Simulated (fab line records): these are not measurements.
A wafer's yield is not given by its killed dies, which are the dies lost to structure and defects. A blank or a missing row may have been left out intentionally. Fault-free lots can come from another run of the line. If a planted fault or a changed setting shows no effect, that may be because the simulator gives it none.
Matching of chambers || flow sky130 || cmp-01 running SKY_LI_CONTACT_CMP_02: 4 sister chambers
The step polishes PSG. 14 wafers are shown with their chamber, then 7 later ones without.

== WAFERS, EACH WITH ITS CHAMBER ==
{"wafer": "L370.2", "chamber": 0, "motorCurrentA (A)": 13.7, "edgeZonePressureFrac": 0.991, "timeToEndpointS (s)": 33.2}
{"wafer": "L370.3", "chamber": 1, "motorCurrentA (A)": 12.3, "edgeZonePressureFrac": 1.012, "timeToEndpointS (s)": 32.1}
{"wafer": "L370.4", "chamber": 3, "motorCurrentA (A)": 9.9, "edgeZonePressureFrac": 1.006, "timeToEndpointS (s)": 32.4}
{"wafer": "L371.1", "chamber": 0, "motorCurrentA (A)": 13.8, "edgeZonePressureFrac": 1.001, "timeToEndpointS (s)": 29.3}
{"wafer": "L371.2", "chamber": 3, "motorCurrentA (A)": 9.7, "edgeZonePressureFrac": 1.000, "timeToEndpointS (s)": 31.5}
{"wafer": "L371.3", "chamber": 2, "motorCurrentA (A)": 11.6, "edgeZonePressureFrac": 1.006, "timeToEndpointS (s)": 32.7}
{"wafer": "L373.2", "chamber": 2, "motorCurrentA (A)": 11.6, "edgeZonePressureFrac": 1.010, "timeToEndpointS (s)": 34.2}
{"wafer": "L373.3", "chamber": 3, "motorCurrentA (A)": 10.2, "edgeZonePressureFrac": 1.001, "timeToEndpointS (s)": 32.4}
{"wafer": "L373.5", "chamber": 1, "motorCurrentA (A)": 12.5, "edgeZonePressureFrac": 1.003, "timeToEndpointS (s)": 31.9}
{"wafer": "L382.1", "chamber": 3, "motorCurrentA (A)": 10.2, "edgeZonePressureFrac": 1.000, "timeToEndpointS (s)": 34.8}
{"wafer": "L382.3", "chamber": 2, "motorCurrentA (A)": 12.3, "edgeZonePressureFrac": 1.002, "timeToEndpointS (s)": 32.9}
{"wafer": "L382.6", "chamber": 2, "motorCurrentA (A)": 12.3, "edgeZonePressureFrac": 1.002, "timeToEndpointS (s)": 33.6}
{"wafer": "L389.1", "chamber": 3, "motorCurrentA (A)": 9.8, "edgeZonePressureFrac": 0.981, "timeToEndpointS (s)": 35.6}
{"wafer": "L389.2", "chamber": 0, "motorCurrentA (A)": 13.6, "edgeZonePressureFrac": 1.000, "timeToEndpointS (s)": 32.1}

SIGNATURES (means of the wafers above)
{"reading": "motorCurrentA", "chamber 0": 13.700, "chamber 1": 12.400, "chamber 2": 11.950, "chamber 3": 9.960, "scatter within a chamber": 0.272}
{"reading": "edgeZonePressureFrac", "chamber 0": 0.99733, "chamber 1": 1.00750, "chamber 2": 1.00500, "chamber 3": 0.99760, "scatter within a chamber": 0.00717}
{"reading": "timeToEndpointS", "chamber 0": 31.533, "chamber 1": 32.000, "chamber 2": 33.350, "chamber 3": 33.340, "scatter within a chamber": 1.48}
Rule: for each reading, subtract the chamber's mean from the wafer's reading, divide by that reading's scatter and square the result; add these up over the readings and take the root, which gives the wafer's distance from the chamber. The wafer belongs to the nearest chamber; if the next one is less than 2 further off, it can't be placed. The scatter is the square root of a quotient: the sum, over the shown wafers, of each reading's squared deviation from its chamber's mean, divided by wafers minus chambers.

== WAFERS WITHOUT THEIR CHAMBER ==
{"wafer": "L389.5", "motorCurrentA (A)": 11.8, "edgeZonePressureFrac": 0.994, "timeToEndpointS (s)": 37.4}
{"wafer": "L390.2", "motorCurrentA (A)": 13.9, "edgeZonePressureFrac": 0.991, "timeToEndpointS (s)": 29.6}
{"wafer": "L390.3", "motorCurrentA (A)": 11.4, "edgeZonePressureFrac": 1.007, "timeToEndpointS (s)": 32.6}
{"wafer": "L390.6", "motorCurrentA (A)": 13.8, "edgeZonePressureFrac": 0.983, "timeToEndpointS (s)": 32.8}
{"wafer": "L391.1", "motorCurrentA (A)": 11.7, "edgeZonePressureFrac": 0.994, "timeToEndpointS (s)": 33.2}
{"wafer": "L391.4", "motorCurrentA (A)": 13.9, "edgeZonePressureFrac": 1.003, "timeToEndpointS (s)": 33.1}
{"wafer": "L391.6", "motorCurrentA (A)": 11.6, "edgeZonePressureFrac": 0.987, "timeToEndpointS (s)": 32.8}

== CHAMBER TAKEN BY EACH ==
{"wafer": "L389.5", "from the rows above": "can't be placed: 2 or 1", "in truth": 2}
{"wafer": "L390.2", "from the rows above": 0, "in truth": 0}
{"wafer": "L390.3", "from the rows above": "can't be placed: 2 or 1", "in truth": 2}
{"wafer": "L390.6", "from the rows above": 0, "in truth": 0}
{"wafer": "L391.1", "from the rows above": "can't be placed: 2 or 1", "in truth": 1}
{"wafer": "L391.4", "from the rows above": 0, "in truth": 0}
{"wafer": "L391.6", "from the rows above": "can't be placed: 2 or 1", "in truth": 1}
Placed correctly: 3 of 7. Not placeable from these rows: 4 (in 4, the candidates include the true chamber). 0 placed wrongly.
